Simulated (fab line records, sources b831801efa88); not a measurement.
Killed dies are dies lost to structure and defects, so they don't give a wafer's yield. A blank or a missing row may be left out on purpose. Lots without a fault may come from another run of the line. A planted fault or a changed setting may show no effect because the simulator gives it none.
fab line records | flow gf180mcu
record lots=13 wafers=39 last_day=34
route steps=602 shown NWELL@49 PSD@261 NSD@262 V1@340
lots that met no fault: from a run of the same line without faults
start_h: hours from the record's first day to the start of the lot's first wafer shown | wait_h: hours since the lot's step before | " the same as in the row above | L1.1+2: a row that stands for several wafers | - no value, or no start given | * or withheld: withheld | < > ~ a bound
route shown NAME@n: a module of which the file shows steps, and the number in the route of the first | usual: mean/standard deviation of fault-free wafers | same: alike in all rows | chamber/n: place in a boat | sites: the reading at each site | _std_site: their standard deviation | _edge_site: outer sites' mean less inner sites' | radius_mm: how far each site lies from the wafer's centre | mask NAME#n: copy n | behind: the tool/chamber that last shaped the wafer | hold: why the lot was held/for how many hours/how that ended | device: the transistor (n, p or np) that didn't switch | end of line: the same wafers' tests at the end of the route | a step without rows: its recipe alone | killed: dies lost to structure and defects at the first sort, not the wafer's yield | map: a wafer's dies, x killed, . not, _ none there
set.NAME: the setting as run; set.NAME@STEP: as run at that earlier step | model.NAME: the simulator's own value behind a step, which no gauge read
steps of the route over a sample of lots; a table a step, a row a wafer
services: from which hour (start_h, from the record's first day; less than 0 if before it) a tool's chamber was out of use, for how many hours, and why
## steps
# step GF_NWELL_OVL_MEAS_07
# usual NWELL_OVL=0.8/1.6
# columns lot.wafer tool chamber start_h wait_h NWELL_OVL[nm]
L749.1 overlay-02 - 58.63 - 3.1
L749.2 " - " " 3.1
L749.5 " - " " 4.3
L751.3 overlay-01 - 64.54 - -0.2
L751.4 " - " " -2.1
L751.5 " - " " -2.8
L753.1 overlay-01 - 81.82 - 0.8
L753.5 " - " " 2.4
L753.6 " - " " 2.6
L758.1 overlay-02 - 105.18 - -0.1
L758.4 " - " " 1.6
L758.6 " - " " 0.5
L760.2 overlay-01 - 115.90 - -0.4
L760.5 " - " " -0.1
L760.6 " - " " 1.4
L765.1 overlay-02 - 142.06 - -0.3
L765.3 " - " " -3.3
L765.6 " - " " -0.4
L766.3 overlay-01 - 149.34 - 0.6
L766.4 " - " " 1.6
L766.5 " - " " 0.9
L767.1 overlay-01 - 163.14 - -1.9
L767.3 " - " " 0.8
L767.6 " - " " 0.0
L768.1 overlay-02 - 169.24 - -0.8
L768.2 " - " " 0.7
L768.3 " - " " 2.0
L769.1 overlay-02 - 170.38 - 1.5
L769.2 " - " " 2.2
L769.3 " - " " 3.3
L770.4 overlay-02 - 174.46 - -0.5
L770.5 " - " " 1.7
L770.6 " - " " -0.5
L771.1 overlay-02 - 179.61 - 0.8
L771.5 " - " " 0.1
L771.6 " - " " 0.7
L772.1 overlay-02 - 186.36 - 2.6
L772.3 " - " " 1.2
L772.4 " - " " 4.7
# step GF_PSD_RTA_13
# recipe temp_c=1025 time_s=20 ambient=N2
# usual lamp_power_pct=35.5/1.4 wafer_temp_C_max=1029.3/0.97
# same time_s=20
# columns lot.wafer tool chamber start_h wait_h lamp_power_pct wafer_temp_C_max
L749.1 rtp_anneal-01 0 319.04 0.0 34.1 1029.8
L749.2 " 0 " " 34.1 1029.9
L749.5 " 0 " " 34.1 1029.2
L751.3 rtp_anneal-01 0 326.68 0.0 34.1 1030.6
L751.4 " 0 " " 34.1 1030.6
L751.5 " 0 " " 34.0 1030.1
L753.1 rtp_anneal-02 0 353.86 0.0 36.8 1030.1
L753.5 " 0 " " 36.9 1029.5
L753.6 " 0 " " 36.9 1030.0
L758.1 rtp_anneal-01 0 392.74 0.0 32.1 1007.5
L758.4 " 0 " " 32.2 1008.1
L758.6 " 0 " " 32.1 1008.6
L760.2 rtp_anneal-01 0 413.32 0.0 32.1 1009.0
L760.5 " 0 " " 32.1 1008.3
L760.6 " 0 " " 32.1 1007.9
L765.1 rtp_anneal-02 0 452.89 0.0 36.9 1028.9
L765.3 " 0 " " 36.8 1027.7
L765.6 " 0 " " 36.9 1027.8
L766.3 rtp_anneal-02 0 462.75 0.0 36.9 1028.7
L766.4 " 0 " " 36.9 1028.1
L766.5 " 0 " " 36.9 1028.6
L767.1 rtp_anneal-02 0 486.04 0.0 36.9 1028.3
L767.3 " 0 " " 36.9 1028.9
L767.6 " 0 " " 36.9 1029.5
L768.1 rtp_anneal-02 0 495.12 0.0 36.9 1027.7
L768.2 " 0 " " 36.9 1028.7
L768.3 " 0 " " 36.9 1030.1
L769.1 rtp_anneal-01 0 498.01 0.0 34.1 1031.1
L769.2 " 0 " " 34.1 1030.0
L769.3 " 0 " " 34.1 1028.4
L770.4 rtp_anneal-01 0 502.26 0.0 34.1 1029.4
L770.5 " 0 " " 34.1 1029.9
L770.6 " 0 " " 34.1 1030.3
L771.1 rtp_anneal-01 0 506.70 0.0 34.1 1028.1
L771.5 " 0 " " 34.1 1030.1
L771.6 " 0 " " 34.1 1029.0
L772.1 rtp_anneal-02 0 513.94 0.0 36.9 1027.8
L772.3 " 0 " " 36.8 1029.1
L772.4 " 0 " " 36.9 1028.1
# step GF_PSD_RS_MEAS_14
# recipe thk_meas_gauge=four-point-probe
# usual NSD_RS=46.12/0.081
# columns lot.wafer tool chamber start_h wait_h hold NSD_RS[ohm/sq]
L749.1 film_metro-03 - 319.13 0.1 - 46.07
L749.2 " - " " - 46.04
L749.5 " - " " - 46.06
L751.3 film_metro-04 - 326.78 0.1 - 46.15
L751.4 " - " " - 46.10
L751.5 " - " " - 46.04
L753.1 film_metro-03 - 353.94 0.1 - 46.16
L753.5 " - " " - 46.06
L753.6 " - " " - 46.03
L758.1 film_metro-03 - 392.83 0.1 await_dispo/0.2h/release 48.91
L758.4 " - " " await_dispo/0.2h/release 49.07
L758.6 " - " " await_dispo/0.2h/release 48.92
L758.1 film_metro-03 - 393.11 0.3 - 48.86
L758.4 " - " " - 49.00
L758.6 " - " " - 48.92
L760.2 film_metro-01 - 413.41 0.1 await_dispo/0.2h/release 48.69
L760.5 " - " " await_dispo/0.2h/release 48.71
L760.6 " - " " await_dispo/0.2h/release 48.78
L760.2 film_metro-01 - 413.69 0.3 - 48.77
L760.5 " - " " - 48.65
L760.6 " - " " - 48.73
L765.1 film_metro-04 - 452.97 0.1 - 46.25
L765.3 " - " " - 46.18
L765.6 " - " " - 46.17
L766.3 film_metro-03 - 462.85 0.1 - 46.14
L766.4 " - " " - 46.03
L766.5 " - " " - 46.14
L767.1 film_metro-03 - 486.12 0.1 - 46.20
L767.3 " - " " - 46.19
L767.6 " - " " - 46.14
L768.1 film_metro-01 - 495.21 0.1 - 46.14
L768.2 " - " " - 46.13
L768.3 " - " " - 46.07
L769.1 film_metro-01 - 498.09 0.1 - 46.11
L769.2 " - " " - 46.03
L769.3 " - " " - 46.09
L770.4 film_metro-03 - 502.37 0.1 - 46.01
L770.5 " - " " - 46.13
L770.6 " - " " - 46.17
L771.1 film_metro-01 - 506.78 0.1 - 46.05
L771.5 " - " " - 46.12
L771.6 " - " " - 46.17
L772.1 film_metro-01 - 514.02 0.1 - 45.98
L772.3 " - " " - 46.11
L772.4 " - " " - 46.09
# step GF_PSD_RS_MEAS_15
# recipe thk_meas_gauge=four-point-probe
# usual PSD_RS=108.52/0.26
# columns lot.wafer tool chamber start_h wait_h hold PSD_RS[ohm/sq]
L749.1 film_metro-03 - 319.25 0.1 - 108.35
L749.2 " - " " - 108.23
L749.5 " - " " - 108.42
L751.3 film_metro-04 - 326.90 0.1 - 108.84
L751.4 " - " " - 108.81
L751.5 " - " " - 108.64
L753.1 film_metro-03 - 354.06 0.1 - 108.44
L753.5 " - " " - 108.43
L753.6 " - " " - 108.44
L758.1 film_metro-03 - 395.38 2.2 await_dispo/0.2h/release 122.84
L758.4 " - " " await_dispo/0.2h/release 122.96
L758.6 " - " " await_dispo/0.2h/release 122.79
L758.1 film_metro-03 - 395.69 0.3 - 122.87
L758.4 " - " " - 122.99
L758.6 " - " " - 123.00
L760.2 film_metro-01 - 415.92 2.2 await_dispo/0.2h/release 122.54
L760.5 " - " " await_dispo/0.2h/release 122.49
L760.6 " - " " await_dispo/0.2h/release 122.16
L760.2 film_metro-01 - 416.21 0.3 - 122.79
L760.5 " - " " - 122.47
L760.6 " - " " - 122.32
L765.1 film_metro-04 - 453.09 0.1 - 108.55
L765.3 " - " " - 108.30
L765.6 " - " " - 108.81
L766.3 film_metro-03 - 462.97 0.1 - 108.34
L766.4 " - " " - 108.11
L766.5 " - " " - 108.82
L767.1 film_metro-03 - 486.24 0.1 - 108.30
L767.3 " - " " - 108.46
L767.6 " - " " - 108.82
L768.1 film_metro-01 - 495.33 0.1 - 108.49
L768.2 " - " " - 108.47
L768.3 " - " " - 108.48
L769.1 film_metro-01 - 498.21 0.1 - 108.43
L769.2 " - " " - 108.31
L769.3 " - " " - 108.19
L770.4 film_metro-03 - 502.49 0.1 - 108.87
L770.5 " - " " - 108.61
L770.6 " - " " - 108.72
L771.1 film_metro-01 - 506.90 0.1 - 108.60
L771.5 " - " " - 108.60
L771.6 " - " " - 108.71
L772.1 film_metro-01 - 514.14 0.1 - 108.50
L772.3 " - " " - 108.33
L772.4 " - " " - 107.99
# step GF_V1_BOW_MEAS_05
# recipe mode=bow
# usual V1_BOW=82/8.2
# columns lot.wafer tool chamber start_h wait_h V1_BOW[um]
L749.1 film_metro-04 - 387.77 0.1 83
L749.2 " - " " 72
L749.5 " - " " 67
L751.3 film_metro-02 - 397.49 0.3 94
L751.4 " - " " 71
L751.5 " - " " 86
L753.1 film_metro-02 - 426.08 0.2 77
L753.5 " - " " 80
L753.6 " - " " 70
L765.1 film_metro-02 - 528.09 0.1 84
L765.3 " - " " 76
L765.6 " - " " 82
L766.3 film_metro-03 - 538.30 0.2 84
L766.4 " - " " 82
L766.5 " - " " 91
L767.1 film_metro-02 - 558.99 0.2 72
L767.3 " - " " 88
L767.6 " - " " 82
L768.1 film_metro-03 - 568.22 0.2 81
L768.2 " - " " 82
L768.3 " - " " 84
L769.1 film_metro-04 - 570.47 0.2 85
L769.2 " - " " 78
L769.3 " - " " 77
L770.4 film_metro-03 - 574.40 0.2 86
L770.5 " - " " 90
L770.6 " - " " 84
L771.1 film_metro-04 - 578.80 0.2 69
L771.5 " - " " 74
L771.6 " - " " 85
L772.1 film_metro-04 - 584.62 0.1 77
L772.3 " - " " 85
L772.4 " - " " 74
# step GF_V1_ETCH_17
# recipe chemistry=C4F8/O2/Ar mask_material=KrF target=SiO2 stop_on=TiN source_w=1500 bias_w=1200 pressure_mtorr=40 c4f8_flow_sccm=withheld O2_flow_sccm=6 Ar_flow_sccm=300 time_s=withheld target_depth_a=6300
# usual oes_product_au=0.856/0.0052
# columns lot.wafer tool chamber start_h wait_h oes_product_au
L749.1 rie_diel-02 1 - - 0.854
L749.2 " 2 " " 0.855
L749.5 " 0 " " 0.853
L751.3 rie_diel-03 0 - - 0.856
L751.4 " 1 " " 0.856
L751.5 " 3 " " 0.857
L753.1 rie_diel-04 0 - - 0.863
L753.5 " 1 " " 0.861
L753.6 " 2 " " 0.856
L765.1 rie_diel-03 2 - - 0.852
L765.3 " 3 " " 0.859
L765.6 " 0 " " 0.854
L766.3 rie_diel-03 1 - - 0.862
L766.4 " 0 " " 0.850
L766.5 " 2 " " 0.859
L767.1 rie_diel-02 3 - - 0.860
L767.3 " 1 " " 0.850
L767.6 " 1 " " 0.855
L768.1 rie_diel-03 1 - - 0.862
L768.2 " 2 " " 0.857
L768.3 " 3 " " 0.851
L769.1 rie_diel-02 1 - - 0.843
L769.2 " 2 " " 0.858
L769.3 " 0 " " 0.856
L770.4 rie_diel-04 2 - - 0.861
L770.5 " 0 " " 0.860
L770.6 " 1 " " 0.852
L771.1 rie_diel-03 3 - - 0.856
L771.5 " 2 " " 0.854
L771.6 " 1 " " 0.868
L772.1 rie_diel-04 1 - - 0.859
L772.3 " 0 " " 0.853
L772.4 " 2 " " 0.856
## services
# columns tool chamber start_h hours kind
rie_diel-02 - 312.78 2.8 pm
rie_diel-02 - 317.93 0.2 repair
rie_diel-03 3 351.96 - clean
rie_diel-03 3 351.96 27.5 scheduled_down
rie_diel-03 3 351.96 27.5 vent_cycle
rie_diel-03 2 353.07 6.8 repair
rie_diel-02 - 361.34 2.5 repair
rie_diel-04 - 371.28 2.8 pm
rie_diel-03 0 380.74 5.3 repair
rtp_anneal-02 - 385.97 5.1 pm
rie_diel-03 2 424.92 - clean
rie_diel-03 - 450.81 15.6 pm
rie_diel-02 3 468.43 7.2 repair
rie_diel-02 3 482.49 9.6 repair
rie_diel-02 1 493.73 11.9 repair
rie_diel-03 2 507.89 10.9 repair
rtp_anneal-02 - 521.93 1.2 pm
rie_diel-02 - 541.36 1.0 repair
rie_diel-04 3 567.71 4.1 repair
rie_diel-02 0 570.49 12.4 repair
rie_diel-04 3 577.34 3.4 repair
rtp_anneal-01 - 584.11 0.9 pm
rie_diel-02 3 585.53 8.2 repair
rie_diel-02 - 602.07 0.3 repair
## key
first_sign step=GF_PSD_RTA_13 reading=wafer_temp_C_max direction=down sigmas=22 usual=* struck=*
effect step=GF_PSD_RTA_13 reading=lamp_power_pct direction=down sigmas=2.4 usual=35.5 struck=32.1
effect step=GF_PSD_RS_MEAS_14 reading=visit direction=added
effect step=GF_PSD_RS_MEAS_14 reading=NSD_RS direction=up sigmas=34 usual=46.12 struck=48.85
effect step=GF_PSD_RS_MEAS_15 reading=visit direction=added
effect step=GF_PSD_RS_MEAS_15 reading=PSD_RS direction=up sigmas=54 usual=108.52 struck=122.63
met_at GF_PSD_RTA_13
struck_lots L758,L760
scrapped_behind GF_PSD_RS_MEAS_15 L758.1,L758.4,L758.6,L760.2,L760.5,L760.6
not_acting_at GF_NWELL_OVL_MEAS_07,GF_V1_BOW_MEAS_05,GF_V1_ETCH_17
onset_between 326.68 392.74
fault kind=process_parameter_drift tool=rtp_anneal-01 chamber=- onset_h=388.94 steps=GF_PSD_RTA_13 channel=temp_c offset=* shape=step end_h=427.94 acts_in=* stated=*
